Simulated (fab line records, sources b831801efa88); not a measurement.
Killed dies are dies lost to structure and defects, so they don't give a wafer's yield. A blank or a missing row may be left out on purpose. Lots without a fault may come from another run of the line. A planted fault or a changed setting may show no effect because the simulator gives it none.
One fault seen from 2 desks | flow sky130 | each desk has only its own numbers; what lay behind them comes last

THE METROLOGY DESK
What the gauges read, lot by lot, whatever tool the lot ran on: means of the sampled wafers that have a number. A lot is out of limits, marked OUT, if its mean lies more than 4 standard deviations from the usual mean; the brackets give that distance.
Columns: A = VIA4_W_RS at SKY_VIA4_RS_MEAS_19, usual 0.2275 ohm/sq; B = VIA4_W_THK at SKY_VIA4_THK_MEAS_20, usual 515 nm
lot  | first seen here | A      | B
L732 | day 43 07:31    | 0.2311 | 507
L733 | day 43 14:09    | 0.2257 | 520
L736 | day 44 19:17    | 0.2283 | 509
L738 | day 45 02:42    | 0.2269 | 516
L741 | day 45 16:58    | 0.2288 | 514
L743 | day 46 20:38    | 0.2250 | 519
L744 | day 46 21:25    | 0.2278 | 517
L747 | day 47 08:34    | 0.2267 | 517
L748 | day 47 14:43    | 0.2275 | 515
L749 | day 47 18:35    | 0.2257 | 521
L750 | day 48 01:04    | 0.2309 | 512
L752 | day 48 17:10    | 0.2255 | 523
L753 | day 48 20:17    | 0.2276 | 518
This desk's finding: nothing out of limits on any of the 13 lots.

THE TOOL OWNER'S DESK: cvd_w-02
The tool's own readings at SKY_CONTACT_CVD_24 (deposits W, target thk 340 nm, time 102.12 s): means of the sampled wafers that have a number, for each lot that ran on this tool. A lot is out of limits, marked OUT, if its mean lies more than 4 standard deviations from the usual mean; the brackets give that distance.
Columns: A = heater_power_w at SKY_CONTACT_CVD_24, usual 838 W
lot  | first seen here | A
L732 | day 32 04:24    | 866
L733 | day 32 10:51    | 874
L736 | day 33 20:27    | 720
L738 | day 34 06:39    | 803
L744 | day 36 13:14    | 883
L747 | day 37 03:12    | 805
L748 | day 37 10:57    | 813
L749 | day 37 12:30    | 867
L750 | day 37 22:54    | 798
L752 | day 38 21:40    | 950
L753 | day 39 00:28    | 876
This desk's finding: nothing out of limits on any of the 11 lots.

PUT TOGETHER
The metrology desk saw nothing out of limits.
The tool owner's desk saw nothing out of limits.

WHAT THE SIMULATOR HAD PUT IN
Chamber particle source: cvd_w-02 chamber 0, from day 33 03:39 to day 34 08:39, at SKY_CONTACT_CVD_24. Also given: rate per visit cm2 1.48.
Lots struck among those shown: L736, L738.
